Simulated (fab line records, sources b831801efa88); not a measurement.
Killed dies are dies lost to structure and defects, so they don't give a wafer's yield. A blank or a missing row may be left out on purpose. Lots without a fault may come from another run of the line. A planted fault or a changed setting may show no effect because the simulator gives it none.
Chamber matching | flow gf180mcu | GF_V2_ETCH_16 on rie_diel-02: 4 sister chambers
The step etches BARC in N2/H2. 14 wafers are shown with their chamber, then 7 later ones without.

WAFERS WITH THEIR CHAMBER
wafer  | chamber | drypump_motor_current_A (A) | bias_w (W) | oes_product_au (a.u.)
L388.2 | 1       | 6.3                         | 100.33     | 0.852
L388.4 | 0       | 5.4                         | 100.20     | 0.854
L388.5 | 2       | 5.5                         | 99.96      | 0.851
L389.3 | 3       | 5.8                         | 99.80      | 0.860
L389.4 | 0       | 5.4                         | 100.32     | 0.852
L389.6 | 3       | 5.8                         | 100.06     | 0.852
L395.2 | 1       | 6.2                         | 99.93      | 0.851
L395.5 | 2       | 5.5                         | 99.87      | 0.865
L395.6 | 3       | 5.8                         | 100.23     | 0.862
L397.1 | 3       | 5.8                         | 100.20     | 0.858
L397.2 | 0       | 5.4                         | 100.15     | 0.852
L397.5 | 3       | 5.8                         | 99.94      | 0.856
L402.1 | 1       | 6.2                         | 100.11     | 0.852
L402.3 | 3       | 5.8                         | 100.21     | 0.852

SIGNATURES (means of the wafers above)
reading                 | chamber 0 | chamber 1 | chamber 2 | chamber 3 | scatter within a chamber
drypump_motor_current_A | 5.400     | 6.233     | 5.500     | 5.800     | 0.0258
bias_w                  | 100.2233  | 100.1233  | 99.9150   | 100.0733  | 0.159
oes_product_au          | 0.85267   | 0.85167   | 0.85800   | 0.85667   | 0.00432
Rule: a wafer's distance from a chamber is the root of the sum, over the readings, of the square of ((its reading less the chamber's mean) divided by the reading's scatter). The wafer belongs to the nearest chamber; if the next one is less than 2 further off, it can't be placed. The scatter: the root of (the sum of the squares of (reading less its chamber's mean) over the shown wafers, divided by (wafers less chambers)).

WAFERS WITHOUT THEIR CHAMBER
wafer  | drypump_motor_current_A (A) | bias_w (W) | oes_product_au (a.u.)
L402.6 | 5.8                         | 100.83     | 0.856
L404.1 | 5.4                         | 100.20     | 0.850
L404.4 | 5.8                         | 100.05     | 0.852
L404.6 | 5.8                         | 100.05     | 0.856
L407.1 | 5.5                         | 99.81      | 0.860
L407.2 | 6.3                         | 99.61      | 0.850
L407.6 | 5.5                         | 99.86      | 0.856

WHICH CHAMBER EACH WENT THROUGH
wafer  | from the rows above | in truth
L402.6 | 3                   | 3
L404.1 | 0                   | 0
L404.4 | 3                   | 3
L404.6 | 3                   | 3
L407.1 | 2                   | 2
L407.2 | 1                   | 1
L407.6 | 2                   | 2
Placed correctly: 7 of 7. Can't be placed from these rows: 0. Placed wrongly: 0.
